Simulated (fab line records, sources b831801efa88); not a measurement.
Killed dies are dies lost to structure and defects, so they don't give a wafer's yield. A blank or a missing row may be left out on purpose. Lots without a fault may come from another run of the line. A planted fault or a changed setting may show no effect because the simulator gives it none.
fab line records | flow sky130
record lots=6 wafers=18 last_day=50
route steps=708 shown VIA1@467 METAL2@483 PAD_OPEN@708
lots that met no fault: from a run of the same line without faults
start_h: hours from the record's first day to the start of the lot's first wafer shown | wait_h: hours since the lot's step before | " the same as in the row above | L1.1+2: a row that stands for several wafers | - no value, or no start given | * or withheld: withheld | < > ~ a bound
route shown NAME@n: a module of which the file shows steps, and the number in the route of the first | usual: mean/standard deviation of fault-free wafers | same: alike in all rows | chamber/n: place in a boat | sites: the reading at each site | _std_site: their standard deviation | _edge_site: outer sites' mean less inner sites' | radius_mm: how far each site lies from the wafer's centre | mask NAME#n: copy n | behind: the tool/chamber that last shaped the wafer | hold: why the lot was held/for how many hours/how that ended | device: the transistor (n, p or np) that didn't switch | end of line: the same wafers' tests at the end of the route | a step without rows: its recipe alone | killed: dies lost to structure and defects at the first sort, not the wafer's yield | map: a wafer's dies, x killed, . not, _ none there
set.NAME: the setting as run; set.NAME@STEP: as run at that earlier step | model.NAME: the simulator's own value behind a step, which no gauge read
lots at some steps of the route; a table a step, a row a wafer
services: from which hour (start_h, from the record's first day; less than 0 if before it) a tool's chamber was out of use, for how many hours, and why
## steps
# step SKY_VIA1_EXPOSE_09
# recipe mask_id=VIM na=0.8 source_shape=annular sigma_inner=0.55 sigma_outer=0.85 target_cd_nm=150 dose_mj=38
# step SKY_VIA1_PEB_10
# recipe peb_temp_c=withheld peb_time_s=withheld resist=KrF-thick
# step SKY_VIA1_DEVELOP_11
# recipe develop_time_s=60 resist=KrF-thick dev_temp_c=21
# step SKY_VIA1_CD_MEAS_12
# recipe target_cd_nm=150
# usual cd_nm=149.7/1.8
# columns lot.wafer tool chamber start_h wait_h cd_nm
L864.1 cd_sem-02 - 809.52 - 153.0
L864.4 " - " " 152.2
L864.6 " - " " 151.2
L875.1 cd_sem-02 - 898.33 - 152.9
L875.2 " - " " 150.5
L875.4 " - " " 151.5
L881.3 cd_sem-01 - 928.14 - 149.4
L881.4 " - " " 148.0
L881.6 " - " " 149.9
L884.1 cd_sem-02 - 932.58 - 147.6
L884.2 " - " " 147.3
L884.6 " - " " 147.6
L886.1 cd_sem-01 - 951.80 - 154.0
L886.2 " - " " 154.9
L886.3 " - " " 152.0
L887.1 cd_sem-01 - 955.97 - 147.2
L887.3 " - " " 147.7
L887.4 " - " " 146.8
# step SKY_VIA1_OVL_MEAS_13
# usual VIA1_OVL=0/4.8
# columns lot.wafer tool chamber start_h wait_h VIA1_OVL[nm]
L864.1 overlay-02 - 809.64 0.1 -5
L864.4 " - " " -4
L864.6 " - " " -8
L875.1 overlay-01 - 898.45 0.1 -1
L875.2 " - " " -3
L875.4 " - " " -2
L881.3 overlay-02 - 928.23 0.1 -1
L881.4 " - " " 0
L881.6 " - " " 0
L884.1 overlay-02 - 932.70 0.1 -10
L884.2 " - " " -9
L884.6 " - " " -10
L886.1 overlay-02 - 951.92 0.1 16
L886.2 " - " " 5
L886.3 " - " " 13
L887.1 overlay-02 - 956.09 0.1 4
L887.3 " - " " 4
L887.4 " - " " -1
# step SKY_VIA1_ETCH_14
# recipe chemistry=N2/H2 target=BARC ion_energy_ev=200 source_w=500 bias_w=100 pressure_mtorr=30 n2_flow_sccm=100 h2_flow_sccm=200 stop_on=SiO2 time_s=45.9 target_depth_a=600
# usual drypump_motor_current_A=5.9/0.3 oes_product_au=0.854/0.005 rf_fwd_power_W=495.4/1.9 throttle_valve_pct=13.225/0.0084
# columns lot.wafer tool chamber start_h wait_h drypump_motor_current_A oes_product_au rf_fwd_power_W rf_hours_counter_h throttle_valve_pct
L864.1 rie_diel-03 1 809.68 0.0 5.1 0.849 495.2 5 13.225
L864.4 " 0 " " 6.2 0.854 495.2 13 13.230
L864.6 " 2 " " 6.1 0.847 494.4 - 13.208
L875.1 rie_diel-01 0 898.49 0.0 5.5 0.855 498.3 14 13.222
L875.2 " 2 " " 6.1 0.852 495.7 15 13.220
L875.4 " 3 " " 6.0 0.854 490.7 8 13.238
L881.3 rie_diel-01 1 928.25 0.0 5.9 0.859 496.2 13 13.233
L881.4 " 2 " " 6.1 0.850 494.8 16 13.223
L881.6 " 1 " " 5.9 0.856 496.7 - 13.232
L884.1 rie_diel-01 3 932.74 0.0 6.0 0.861 490.5 9 13.224
L884.2 " 1 " " 6.0 0.860 495.5 13 13.222
L884.6 " 3 " " 6.0 0.854 493.7 - 13.220
L886.1 rie_diel-01 0 951.95 0.0 5.6 0.850 496.9 15 13.218
L886.2 " 2 " " 6.0 0.857 495.8 16 13.225
L886.3 " 1 " " 5.9 0.854 494.6 14 13.213
L887.1 rie_diel-01 2 956.13 0.0 6.1 0.852 495.8 16 13.222
L887.3 " 3 " " 6.0 0.856 490.6 9 13.230
L887.4 " 0 " " 5.5 0.846 496.3 16 13.229
# step SKY_VIA1_ETCH_15
# recipe target=SiO2 chemistry=C4F8/O2/Ar target_depth_nm=351 stop_on=TiN mask_material=KrF-thick source_w=1500 bias_w=1200 pressure_mtorr=40 c4f8_flow_sccm=withheld O2_flow_sccm=6 Ar_flow_sccm=300 time_s=54
# usual oes_product_au=0.975/0.0068 rf_fwd_power_W=1488/5.5
# columns lot.wafer tool chamber start_h wait_h oes_product_au rf_fwd_power_W rf_hours_counter_h
L864.1 rie_diel-03 1 809.72 0.0 0.967 1493 5
L864.4 " 0 " " 0.979 1479 13
L864.6 " 2 " " 0.972 1494 -
L875.1 rie_diel-01 0 898.53 0.0 0.970 1494 14
L875.2 " 2 " " 0.971 1486 15
L875.4 " 3 " " 0.969 1482 8
L881.3 rie_diel-01 1 928.29 0.0 0.979 1495 13
L881.4 " 2 " " 0.984 1492 16
L881.6 " 1 " " 0.978 1489 -
L884.1 rie_diel-01 3 932.78 0.0 0.972 1482 9
L884.2 " 1 " " 0.975 1494 13
L884.6 " 3 " " 0.970 1482 -
L886.1 rie_diel-01 0 951.99 0.0 0.977 1492 15
L886.2 " 2 " " 0.967 1490 16
L886.3 " 1 " " 0.986 1482 14
L887.1 rie_diel-01 2 956.17 0.0 0.971 1481 16
L887.3 " 3 " " 0.973 1481 9
L887.4 " 0 " " 0.973 1500 16
# step SKY_VIA1_STRIP_16
# recipe chemistry=O2/N2 power_w=1400 pressure_mtorr=1500 platen_temp_c=withheld o2_flow_sccm=3000 n2_flow_sccm=300 overash_fraction=0.5
# usual drypump_motor_current_A=5.86/0.26 oes_product_au=0.416/0.0044 strip_time_to_endpoint_s=4.45/0.03
# columns lot.wafer tool chamber start_h wait_h drypump_motor_current_A oes_product_au rf_hours_counter_h strip_time_to_endpoint_s
L864.1 plasma_asher-04 1 809.77 0.0 5.53 0.417 103 4.39
L864.4 " 0 " " 6.19 0.419 - 4.42
L864.6 " 0 " " 6.18 0.415 - 4.42
L875.1 plasma_asher-04 1 898.58 0.0 5.51 0.415 113 4.49
L875.2 " 0 " " 6.21 0.418 113 4.45
L875.4 " 1 " " 5.51 0.418 - 4.46
L881.3 plasma_asher-03 0 928.37 0.1 6.09 0.419 - 4.46
L881.4 " 1 " " 5.64 0.419 - 4.44
L881.6 " 1 " " 5.65 0.410 - 4.45
L884.1 plasma_asher-04 0 932.83 0.0 6.19 0.417 116 4.46
L884.2 " 1 " " 5.60 0.419 116 4.44
L884.6 " 0 " " 6.19 0.413 - 4.46
L886.1 plasma_asher-04 1 952.04 0.0 5.52 0.420 118 4.47
L886.2 " 0 " " 6.19 0.416 118 4.47
L886.3 " 0 " " 6.18 0.408 - 4.47
L887.1 plasma_asher-04 0 956.22 0.0 6.19 0.419 119 4.45
L887.3 " 0 " " 6.21 0.418 - 4.45
L887.4 " 1 " " 5.59 0.414 - 4.47
# step SKY_VIA1_STRIP_17
# recipe chemistry=post_etch_residue_remover time_s=1200 temp_c=72.5
# step SKY_VIA1_CLEAN_18
# recipe chemistry=IPA time_s=180 temp_c=25
# step SKY_VIA1_CLEAN_19
# recipe chemistry=O3/DIW dry=n2_spin
# step SKY_VIA1_SPUTTER_20
# recipe material=TiN target_thk_nm=20 chamber_pressure_pa=5 power_w=4000 time_s=80
# usual throttle_valve_pct=29.7/0.93
# columns lot.wafer tool chamber start_h wait_h throttle_valve_pct
L864.1 pvd_sputter-02 - 810.36 0.0 29.9
L864.4 " - " " 29.6
L864.6 " - " " 29.2
L875.1 pvd_sputter-01 - 899.20 0.0 30.3
L875.2 " - " " 28.9
L875.4 " - " " 28.6
L881.3 pvd_sputter-02 - 928.93 0.0 29.8
L881.4 " - " " 29.0
L881.6 " - " " 28.8
L884.1 pvd_sputter-02 - 933.42 0.0 28.7
L884.2 " - " " 30.0
L884.6 " - " " 30.2
L886.1 pvd_sputter-01 - 952.67 0.0 28.6
L886.2 " - " " 28.7
L886.3 " - " " 28.6
L887.1 pvd_sputter-01 - 956.89 0.0 28.2
L887.3 " - " " 28.7
L887.4 " - " " 30.4
# step SKY_VIA1_CVD_21
# recipe material=W target_thk_nm=270 time_s=80.902 temp_c=400 pressure_torr=40
# usual chamber_pressure_Torr=40.01/0.085 heater_power_w=869/71
# columns lot.wafer tool chamber start_h wait_h chamber_pressure_Torr heater_power_w since_wet_clean_h model.W_of_VIA1_CVD_21.thk_nm
L864.1 cvd_w-01 0 810.42 0.0 40.13 806 906 267.8
L864.4 " 0 " " 39.95 775 - 268.1
L864.6 " 0 " " 39.99 796 - 265.9
L875.1 cvd_w-02 0 899.26 0.0 39.98 913 495 271.1
L875.2 " 1 " " 40.07 836 495 271
L875.4 " 1 " " 40.00 838 - 271.6
L881.3 cvd_w-01 0 929.02 0.1 59.87 799 - 323.6
L881.4 " 1 " " 59.70 896 - 331.8
L881.6 " 1 " " 59.76 879 - 333.3
L884.1 cvd_w-01 1 933.48 0.0 59.89 877 15 333.1
L884.2 " 0 " " 59.86 811 15 328.6
L884.6 " 1 " " 59.82 866 - 333.1
L886.1 cvd_w-02 0 952.73 0.0 39.93 911 549 267.9
L886.2 " 1 " " 40.10 818 549 270.7
L886.3 " 1 " " 40.06 819 - 269.7
L887.1 cvd_w-02 0 956.95 0.0 39.92 914 553 270
L887.3 " 1 " " 39.79 831 - 270.3
L887.4 " 0 " " 39.82 915 - 269.6
# step SKY_VIA1_RS_MEAS_22
# recipe thk_meas_gauge=four-point-probe reads=W_of_VIA1_CVD_21+TiN_of_VIA1_SPUTTER_20
# usual VIA1_W_RS=0.427/0.006
# columns lot.wafer tool chamber start_h wait_h VIA1_W_RS[ohm/sq]
L864.1 film_metro-04 - 810.52 0.1 0.430
L864.4 " - " " 0.430
L864.6 " - " " 0.433
L875.1 film_metro-04 - 899.35 0.1 0.425
L875.2 " - " " 0.425
L875.4 " - " " 0.423
L881.3 film_metro-02 - 929.13 0.1 0.355
L881.4 " - " " 0.346
L881.6 " - " " 0.345
L884.1 film_metro-03 - 933.57 0.1 0.344
L884.2 " - " " 0.349
L884.6 " - " " 0.344
L886.1 film_metro-04 - 952.82 0.1 0.429
L886.2 " - " " 0.424
L886.3 " - " " 0.426
L887.1 film_metro-04 - 957.09 0.1 0.426
L887.3 " - " " 0.426
L887.4 " - " " 0.427
# step SKY_VIA1_THK_MEAS_23
# recipe thk_meas_gauge=xrf reads=W_of_VIA1_CVD_21
# usual VIA1_W_THK=262/3.8
# columns lot.wafer tool chamber start_h wait_h VIA1_W_THK[nm]
L864.1 film_metro-04 - 810.64 0.1 261
L864.4 " - " " 261
L864.6 " - " " 260
L875.1 film_metro-04 - 899.47 0.1 262
L875.2 " - " " 264
L875.4 " - " " 262
L881.3 film_metro-02 - 929.23 0.1 311
L881.4 " - " " 320
L881.6 " - " " 323
L884.1 film_metro-03 - 933.69 0.1 324
L884.2 " - " " 319
L884.6 " - " " 323
L886.1 film_metro-04 - 952.94 0.1 262
L886.2 " - " " 265
L886.3 " - " " 264
L887.1 film_metro-04 - 957.21 0.1 263
L887.3 " - " " 265
L887.4 " - " " 264
# step SKY_VIA1_CMP_24
# recipe stop_on=SiO2 t_overpolish_s=15 down_force_psi=3.5 platen_rpm=60 target_thk_nm=0 pad_velocity_m_s=0.94248
# usual motor_current_A=10.7/0.83 time_to_endpoint_s=64/4.6
# columns lot.wafer tool chamber start_h wait_h motor_current_A time_to_endpoint_s
L864.1 cmp-01 3 810.70 0.1 10.0 59
L864.4 " 1 " " 10.7 62
L864.6 " 0 " " 10.4 70
L875.4 cmp-02 2 899.53 0.0 12.1 65
L875.2 " 3 " " 8.9 62
L875.1 " 0 " " 9.8 67
L881.3 cmp-01 1 929.27 0.0 10.7 74
L881.4 " 3 " " 10.1 73
L881.6 " 1 " " 11.0 77
L884.1 cmp-02 1 933.80 0.1 11.9 91
L884.2 " 2 " " 11.7 86
L884.6 " 1 " " 11.5 90
L886.1 cmp-01 0 953.00 0.1 11.4 67
L886.2 " 1 " " 10.7 58
L886.3 " 2 " " 12.0 63
L887.3 cmp-01 3 957.27 0.0 9.8 57
L887.4 " 1 " " 10.3 62
L887.1 " 2 " " 11.0 67
# step SKY_METAL2_SPUTTER_00
# recipe material=Ti target_thk_nm=15 power_w=3000 time_s=10 chamber_pressure_pa=0.4
# usual throttle_valve_pct=29.9/1
# columns lot.wafer tool chamber start_h wait_h throttle_valve_pct
L864.1 pvd_sputter-01 - 811.00 0.2 28.6
L864.4 " - " " 28.6
L864.6 " - " " 28.6
L875.1 pvd_sputter-04 - 899.83 0.1 28.3
L875.2 " - " " 29.4
L875.4 " - " " 30.5
L881.3 pvd_sputter-04 - 929.57 0.2 28.2
L881.4 " - " " 29.4
L881.6 " - " " 30.6
L884.1 pvd_sputter-04 - 934.05 0.2 29.5
L884.2 " - " " 28.4
L884.6 " - " " 29.2
L886.1 pvd_sputter-01 - 953.30 0.2 28.6
L886.2 " - " " 28.7
L886.3 " - " " 28.6
L887.1 pvd_sputter-01 - 957.57 0.1 30.2
L887.3 " - " " 28.4
L887.4 " - " " 28.6
# step SKY_PAD_OPEN_PROBE_99
# usual defect_limited_yield=82.7/2 killed_at_M0_to_M3=42/7.4 killed_at_M4_up=3.5/1.9 killed_at_contacts=24/5.2 killed_at_front_end=15/4.5 killed_at_other=0.2/0.53 killed_dies=85/9.8 killed_open=46/7.6 killed_short=39/6.5 sort_bin_3_pad_short=0.9/0.4 sort_bin_5_function=10.3/1.5 sort_bin_6_memory=6.1/1.1 sort_n_pass=407/9.8 sort_yield_pct=82.7/2
# same gross_dies=492 killed_at_back_side=0 sort_bin_4_leakage[%]=0 sort_bin_8_speed[%]=0
# columns lot.wafer tool chamber start_h wait_h defect_limited_yield[%] killed_at_M0_to_M3 killed_at_M4_up killed_at_contacts killed_at_front_end killed_at_other killed_dies killed_open killed_short sort_bin_3_pad_short[%] sort_bin_5_function[%] sort_bin_6_memory[%] sort_n_pass sort_yield_pct[%]
L881.6 prober-01 - 1178.80 0.2 80.5 53 1 31 11 0 96 64 32 2.0 9.8 7.7 396 80.5
# killed by level:class
L881.6 VIA1:geometric_particle:open=15 CONTACT:geometric_particle:open=13 VIA3:geometric_particle:open=10 VIA2:geometric_particle:open=9 METAL2:geometric_particle:short=7 LI_CONTACT:geometric_particle:short=6 LI_CONTACT:geometric_particle:open=6 FIELD_ISO:geometric_particle:open=3
## services
# columns tool chamber start_h hours kind
cvd_w-02 - 799.10 2.8 pm
cvd_w-02 - 816.30 1.6 repair
pvd_sputter-02 - 821.41 2.0 repair
pvd_sputter-02 - 821.73 11.6 repair
pvd_sputter-02 - 822.40 1.7 repair
pvd_sputter-01 1 825.16 - consumable_replace:kit
cvd_w-02 - 830.28 6.9 pm
rie_diel-03 0 834.21 7.7 repair
cmp-01 - 858.31 3.7 repair
cmp-01 - 862.04 4.6 pm
cmp-01 - 866.02 2.0 repair
cmp-02 - 867.57 0.9 repair
pvd_sputter-02 - 869.93 4.5 repair
cmp-01 - 875.18 1.0 repair
rie_diel-01 2 881.17 4.6 repair
cvd_w-02 - 884.78 1.1 repair
cmp-01 - 897.88 1.5 repair
pvd_sputter-02 - 901.96 2.5 repair
cvd_w-01 - 904.00 14.0 pm
cmp-02 - 912.00 4.0 pm
rie_diel-03 1 935.57 2.7 repair
plasma_asher-04 - 937.45 1.3 repair
pvd_sputter-04 - 950.12 4.0 repair
cvd_w-01 - 950.70 6.9 pm
## key
first_sign step=SKY_VIA1_CVD_21 reading=chamber_pressure_Torr direction=up sigmas=99+ usual=40.01 struck=59.82
effect step=SKY_VIA1_RS_MEAS_22 reading=VIA1_W_RS direction=down sigmas=13 usual=0.427 struck=0.347
effect step=SKY_VIA1_THK_MEAS_23 reading=VIA1_W_THK direction=up sigmas=16 usual=262 struck=320
effect step=SKY_VIA1_CMP_24 reading=time_to_endpoint_s direction=up sigmas=4 usual=* struck=*
model_effect step=SKY_VIA1_CVD_21 value=W_of_VIA1_CVD_21.thk_nm without=270.5 struck=330.6
met_at SKY_VIA1_CVD_21
struck_wafers L881.3,L881.4,L881.6,L884.1,L884.2,L884.6
onset_between 810.42 929.02
fault kind=process_parameter_drift tool=cvd_w-01 chamber=- onset_h=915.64 steps=SKY_VIA1_CVD_21 channel=pressure_torr offset=19.801 shape=step end_h=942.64 acts_in=these_recipes_only stated=40
